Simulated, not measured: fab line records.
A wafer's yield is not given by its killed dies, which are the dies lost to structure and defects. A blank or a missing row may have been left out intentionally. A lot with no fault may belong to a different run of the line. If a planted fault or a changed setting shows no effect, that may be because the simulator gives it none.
Which tool was responsible? :: flow gf180mcu :: 11 lots, 33 wafers sampled, at 7 steps of a route of 602

WHAT THE GAUGES SHOWED, per wafer
GF_HV_LDD_OVL_MEAS_08. Usual: HV_LDD_OVL -0.6 nm, standard deviation 1.5.
lot: L846
measured: day 10 11:41
on: overlay-01
HV_LDD_OVL (nm): 2.1 0.9 -0.4
flag: 

lot: L850
measured: day 11 20:38
on: overlay-02
HV_LDD_OVL (nm): -1.4 -1.1 -1.0
flag: 

lot: L852
measured: day 12 13:07
on: overlay-01
HV_LDD_OVL (nm): -0.6 1.3 -1.8
flag: 

lot: L854
measured: day 13 05:23
on: overlay-02
HV_LDD_OVL (nm): 1.0 1.0 0.5
flag: 

lot: L861
measured: day 15 04:35
on: overlay-01
HV_LDD_OVL (nm): -1.3 -3.9 -3.3
flag: 

lot: L862
measured: day 15 12:54
on: overlay-02
HV_LDD_OVL (nm): -1.0 -0.8 -3.1
flag: 

lot: L863
measured: day 15 21:19
on: overlay-01
HV_LDD_OVL (nm): 1.6 -0.2 -0.6
flag: 

lot: L864
measured: day 16 05:45
on: overlay-02
HV_LDD_OVL (nm): 0.1 0.7 -1.4
flag: 

lot: L865
measured: day 16 08:02
on: overlay-02
HV_LDD_OVL (nm): -3.7 -1.8 -3.0
flag: 

lot: L866
measured: day 16 16:14
on: overlay-01
HV_LDD_OVL (nm): -2.8 -0.4 -2.5
flag: 

lot: L867
measured: day 17 01:21
on: overlay-01
HV_LDD_OVL (nm): 0.3 0.5 0.7
flag: 

GF_HV_LDD_TW_MEAS_11. Usual: HV_LDD_TW 2408, standard deviation 21.
lot: L846
measured: day 10 12:12
on: filmMetro-04
HV_LDD_TW: 2386 2382 2380
flag: 

lot: L850
measured: day 11 20:55
on: filmMetro-04
HV_LDD_TW: 2388 2391 2403
flag: 

lot: L852
measured: day 12 13:25
on: filmMetro-03
HV_LDD_TW: 2422 2408 2408
flag: 

lot: L854
measured: day 13 05:41
on: filmMetro-01
HV_LDD_TW: 2431 2424 2430
flag: 

lot: L861
measured: day 15 04:53
on: filmMetro-03
HV_LDD_TW: 2417 2430 2422
flag: 

lot: L862
measured: day 15 13:11
on: filmMetro-01
HV_LDD_TW: 2421 2431 2425
flag: 

lot: L863
measured: day 15 21:37
on: filmMetro-03
HV_LDD_TW: 2413 2415 2423
flag: 

lot: L864
measured: day 16 06:02
on: filmMetro-04
HV_LDD_TW: 2378 2393 2390
flag: 

lot: L865
measured: day 16 08:19
on: filmMetro-04
HV_LDD_TW: 2395 2391 2382
flag: 

lot: L866
measured: day 16 16:31
on: filmMetro-01
HV_LDD_TW: 2425 2433 2429
flag: 

lot: L867
measured: day 17 01:38
on: filmMetro-03
HV_LDD_TW: 2407 2421 2413
flag: 

GF_HV_LDD_CD_MEAS_31: the cd target is 400 nm. Usual: 400.7 nm for cdNm, sd 2.3.
lot: L846
measured: day 12 00:59
on: cdSem-02
cdNm (nm): 401.3 401.6 403.9
flag: 

lot: L850
measured: day 13 11:14
on: cdSem-01
cdNm (nm): 403.7 402.0 401.9
flag: 

lot: L852
measured: day 14 05:58
on: cdSem-02
cdNm (nm): 400.9 397.5 401.8
flag: 

lot: L854
measured: day 14 23:38
on: cdSem-02
cdNm (nm): 398.3 400.4 399.3
flag: 

lot: L861
measured: day 17 01:09
on: cdSem-01
cdNm (nm): 401.3 402.1 401.2
flag: 

lot: L862
measured: day 17 10:26
on: cdSem-02
cdNm (nm): 399.1 399.2 399.2
flag: 

lot: L863
measured: day 17 19:30
on: cdSem-01
cdNm (nm): 400.9 402.6 403.7
flag: 

lot: L864
measured: day 18 03:56
on: cdSem-01
cdNm (nm): 398.5 401.3 401.4
flag: 

lot: L865
measured: day 18 05:55
on: cdSem-02
cdNm (nm): 399.4 400.3 399.4
flag: 

lot: L866
measured: day 18 14:16
on: cdSem-01
cdNm (nm): 403.4 404.0 402.0
flag: 

lot: L867
measured: day 19 01:08
on: cdSem-02
cdNm (nm): 399.8 396.5 396.6
flag: 

GF_NSD_TW_MEAS_12. Usual: NSD_TW 4273, standard deviation 18.
lot: L846
measured: day 13 23:38
on: filmMetro-03
NSD_TW: 4259 4271 4249
flag: 

lot: L850
measured: day 15 09:29
on: filmMetro-02
NSD_TW: 4306 4308 4301
flag: 

lot: L852
measured: day 16 05:20
on: filmMetro-03
NSD_TW: 4266 4233 4270
flag: 

lot: L854
measured: day 17 00:20
on: filmMetro-02
NSD_TW: 4327 4319 4340 4335 4318 4320
flag: 

lot: L861
measured: day 19 06:39
on: filmMetro-02
NSD_TW: 4302 4276 4275
flag: 

lot: L862
measured: day 19 14:11
on: filmMetro-01
NSD_TW: 4280 4276 4288
flag: 

lot: L863
measured: day 19 23:50
on: filmMetro-01
NSD_TW: 4265 4297 4261
flag: 

lot: L864
measured: day 20 09:03
on: filmMetro-02
NSD_TW: 4264 4271 4259
flag: 

lot: L865
measured: day 20 10:58
on: filmMetro-03
NSD_TW: 4266 4257 4244
flag: 

lot: L866
measured: day 20 18:55
on: filmMetro-02
NSD_TW: 4281 4255 4253
flag: 

lot: L867
measured: day 21 06:38
on: filmMetro-03
NSD_TW: 4267 4290 4276
flag: 

GF_PSD_RS_MEAS_14: measurement is done with a four-point probe. Usual: NSD_RS 46.19 ohm/sq, standard deviation 0.084.
lot: L846
measured: day 14 20:27
on: filmMetro-02
NSD_RS (ohm/sq): 46.40 46.37 46.37
flag: 

lot: L850
measured: day 16 07:53
on: filmMetro-03
NSD_RS (ohm/sq): 45.35 45.29 45.19 45.37 45.31 45.18
flag: OFF

lot: L852
measured: day 17 04:10
on: filmMetro-03
NSD_RS (ohm/sq): 46.21 46.17 46.29
flag: 

lot: L854
measured: day 17 23:35
on: filmMetro-03
NSD_RS (ohm/sq): 45.35 45.32 45.35 45.22 45.35 45.38
flag: OFF

lot: L861
measured: day 20 07:32
on: filmMetro-01
NSD_RS (ohm/sq): 46.21 46.10 46.21
flag: 

lot: L862
measured: day 20 15:02
on: filmMetro-02
NSD_RS (ohm/sq): 46.10 46.31 46.26
flag: 

lot: L863
measured: day 21 00:07
on: filmMetro-01
NSD_RS (ohm/sq): 46.28 46.22 46.20
flag: 

lot: L864
measured: day 21 09:50
on: filmMetro-02
NSD_RS (ohm/sq): 46.17 46.16 46.28
flag: 

lot: L865
measured: day 21 11:19
on: filmMetro-02
NSD_RS (ohm/sq): 46.20 46.09 46.22
flag: 

lot: L866
measured: day 21 19:16
on: filmMetro-02
NSD_RS (ohm/sq): 46.26 46.10 46.22
flag: 

lot: L867
measured: day 22 06:55
on: filmMetro-03
NSD_RS (ohm/sq): 46.10 46.11 46.02
flag: 

WHAT TOOL EACH LOT RAN ON (gives the tool, then ch and the chambers of the sampled wafers, and finally the start)
lot: L846
GF_NSD_IMPLANT_09: implanter-04 ch 0, day 13 23:15
GF_NSD_STRIP_11: plasmaAsher-02 ch 0,1, day 13 23:32

lot: L850
GF_NSD_IMPLANT_09: implanter-03 ch 0, day 15 09:06
GF_NSD_STRIP_11: plasmaAsher-04 ch 0,1, day 15 09:23

lot: L852
GF_NSD_IMPLANT_09: implanter-04 ch 0, day 16 04:58
GF_NSD_STRIP_11: plasmaAsher-04 ch 0,1, day 16 05:15

lot: L854
GF_NSD_IMPLANT_09: implanter-03 ch 0, day 16 23:56
GF_NSD_STRIP_11: plasmaAsher-03 ch 0,1, day 17 00:14

lot: L861
GF_NSD_IMPLANT_09: implanter-01 ch 0, day 19 06:17
GF_NSD_STRIP_11: plasmaAsher-03 ch 0,1, day 19 06:34

lot: L862
GF_NSD_IMPLANT_09: implanter-03 ch 0, day 19 13:48
GF_NSD_STRIP_11: plasmaAsher-03 ch 0,1, day 19 14:05

lot: L863
GF_NSD_IMPLANT_09: implanter-04 ch 0, day 19 23:28
GF_NSD_STRIP_11: plasmaAsher-02 ch 0,1, day 19 23:45

lot: L864
GF_NSD_IMPLANT_09: implanter-01 ch 0, day 20 08:40
GF_NSD_STRIP_11: plasmaAsher-04 ch 0,1, day 20 08:56

lot: L865
GF_NSD_IMPLANT_09: implanter-03 ch 0, day 20 10:34
GF_NSD_STRIP_11: plasmaAsher-03 ch 0,1, day 20 10:52

lot: L866
GF_NSD_IMPLANT_09: implanter-03 ch 0, day 20 18:31
GF_NSD_STRIP_11: plasmaAsher-03 ch 0,1, day 20 18:49

lot: L867
GF_NSD_IMPLANT_09: implanter-04 ch 0, day 21 06:15
GF_NSD_STRIP_11: plasmaAsher-03 ch 0,1, day 21 06:32
- GF_NSD_IMPLANT_09
- GF_NSD_STRIP_11: strips in O2/N2.

WHAT THE TOOLS THEMSELVES READ (means of the sampled wafers that have a number; where no wafer has one, the mark that the record gives instead)
GF_NSD_IMPLANT_09. Usual: 60.003 for beamEnergyKeV, sd 0.018.
lot: L846
tool: implanter-04
beamEnergyKeV: 60.000
flag: 

lot: L850
tool: implanter-03
beamEnergyKeV: 62.942
flag: OFF

lot: L852
tool: implanter-04
beamEnergyKeV: 60.014
flag: 

lot: L854
tool: implanter-03
beamEnergyKeV: 62.941
flag: OFF

lot: L861
tool: implanter-01
beamEnergyKeV: 60.018
flag: 

lot: L862
tool: implanter-03
beamEnergyKeV: 60.014
flag: 

lot: L863
tool: implanter-04
beamEnergyKeV: 60.001
flag: 

lot: L864
tool: implanter-01
beamEnergyKeV: 60.001
flag: 

lot: L865
tool: implanter-03
beamEnergyKeV: 59.996
flag: 

lot: L866
tool: implanter-03
beamEnergyKeV: 60.000
flag: 

lot: L867
tool: implanter-04
beamEnergyKeV: 60.024
flag: 

GF_NSD_STRIP_11. Usual: drypumpMotorCurrentA 5.54 A, standard deviation 0.28; heaterPowerW 335 W, standard deviation 29; oesProductAu 0.487 a.u., standard deviation 0.0043; stripTimeToEndpointS 22.96 s, standard deviation 0.036.
lot: L846
tool: plasmaAsher-02
drypumpMotorCurrentA (A): 5.38
heaterPowerW (W): 333
oesProductAu (a.u.): 0.486
stripTimeToEndpointS (s): 22.91
flag: 

lot: L850
tool: plasmaAsher-04
drypumpMotorCurrentA (A): 5.27
heaterPowerW (W): 317
oesProductAu (a.u.): 0.483
stripTimeToEndpointS (s): 23.36
flag: OFF

lot: L852
tool: plasmaAsher-04
drypumpMotorCurrentA (A): 5.28
heaterPowerW (W): 317
oesProductAu (a.u.): 0.488
stripTimeToEndpointS (s): 22.96
flag: 

lot: L854
tool: plasmaAsher-03
drypumpMotorCurrentA (A): 5.83
heaterPowerW (W): 366
oesProductAu (a.u.): 0.484
stripTimeToEndpointS (s): 23.31
flag: OFF

lot: L861
tool: plasmaAsher-03
drypumpMotorCurrentA (A): 5.83
heaterPowerW (W): 358
oesProductAu (a.u.): 0.487
stripTimeToEndpointS (s): 22.97
flag: 

lot: L862
tool: plasmaAsher-03
drypumpMotorCurrentA (A): 5.83
heaterPowerW (W): 357
oesProductAu (a.u.): 0.485
stripTimeToEndpointS (s): 22.93
flag: 

lot: L863
tool: plasmaAsher-02
drypumpMotorCurrentA (A): 5.49
heaterPowerW (W): 321
oesProductAu (a.u.): 0.485
stripTimeToEndpointS (s): 22.98
flag: 

lot: L864
tool: plasmaAsher-04
drypumpMotorCurrentA (A): 5.27
heaterPowerW (W): 322
oesProductAu (a.u.): 0.489
stripTimeToEndpointS (s): 23.00
flag: 

lot: L865
tool: plasmaAsher-03
drypumpMotorCurrentA (A): 5.69
heaterPowerW (W): 333
oesProductAu (a.u.): 0.488
stripTimeToEndpointS (s): 22.90
flag: 

lot: L866
tool: plasmaAsher-03
drypumpMotorCurrentA (A): 5.69
heaterPowerW (W): 329
oesProductAu (a.u.): 0.487
stripTimeToEndpointS (s): 22.97
flag: 

lot: L867
tool: plasmaAsher-03
drypumpMotorCurrentA (A): 5.84
heaterPowerW (W): 351
oesProductAu (a.u.): 0.486
stripTimeToEndpointS (s): 22.98
flag: 

THE ANSWER, worked out from the rows above alone
Rule: a lot counts as off when the mean over its wafers that have a number is more than 3 standard deviations away from the usual mean. A lot without any number at a reading at which 4 lots or more have one is off too. All remaining lots with rows at the step are treated as sound. The gauges are gone through in route order, then the tools' own readings, and for those a lot's mean is taken as printed above. The first step at which some lot is off is used, and at that step the reading that is off furthest; a lot without a number counts as furthest.
Off: L850, L854, at GF_PSD_RS_MEAS_14 (NSD_RS).
A tool fits if, at a process step before that reading, it ran every lot that is off, and no sound lot after the first of them. Not tried: the gauges at GF_PSD_RS_MEAS_14; whatever is off there is also off at GF_NSD_IMPLANT_09, on other tools, and gauge error can't account for it. None of those tried fits.

WHAT HAD BEEN PUT IN BY THE SIMULATOR
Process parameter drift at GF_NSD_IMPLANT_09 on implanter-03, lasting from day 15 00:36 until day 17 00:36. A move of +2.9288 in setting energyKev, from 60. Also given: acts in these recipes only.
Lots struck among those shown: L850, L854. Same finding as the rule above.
